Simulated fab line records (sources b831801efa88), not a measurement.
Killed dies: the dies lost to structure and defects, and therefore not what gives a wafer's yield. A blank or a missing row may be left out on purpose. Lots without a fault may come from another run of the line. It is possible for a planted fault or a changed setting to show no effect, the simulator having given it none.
Which tool is to blame? | flow sky130 | 8 lots, 24 wafers sampled, at 1 step of a route of 708

WHAT THE GAUGES SHOWED, per wafer
SKY_FIELD_ISO_CD_MEAS_13 targets a cd of 150 nm.
lot  | measured    | on       | cdNm (nm)
L128 | day 2 06:25 | cdSem-01 | 150.1 150.9 149.4
L129 | day 2 10:02 | cdSem-02 | 152.3 152.3 152.3
L130 | day 2 15:13 | cdSem-01 | 152.2 151.6 151.2
L131 | day 2 19:00 | cdSem-01 | 148.3 148.5 148.2
L132 | day 3 01:12 | cdSem-01 | 149.4 153.5 151.9
L133 | day 3 08:20 | cdSem-01 | 148.8 148.5 148.9
L134 | day 3 14:50 | cdSem-02 | 150.5 148.4 150.3
L135 | day 3 19:59 | cdSem-01 | 150.9 152.4 152.8

EACH LOT AND THE TOOL THAT RAN IT (in order: tool; ch and the chambers of the sampled wafers; start)
No process step before these readings appears in the record.

THE ANSWER, worked out from the rows above alone
Rule: usual is defined by the lots themselves. The widest of any qualifying gaps counts: lots, ordered by their means at a reading, are off when they make up no more than a third of the lots, leave a main group of 4 or more, and stand apart from it by 3 or more times the standard deviation of that group's means. A main group whose means are all the same, to the digits that the tables above print for the reading, isn't used. A lot without any number at a reading at which 4 lots or more have one is off too. Where the step has rows for the other lots, those lots are counted as sound.
None of the lots is off at any reading shown; this tells nothing.

WHAT THE SIMULATOR HAD INSERTED
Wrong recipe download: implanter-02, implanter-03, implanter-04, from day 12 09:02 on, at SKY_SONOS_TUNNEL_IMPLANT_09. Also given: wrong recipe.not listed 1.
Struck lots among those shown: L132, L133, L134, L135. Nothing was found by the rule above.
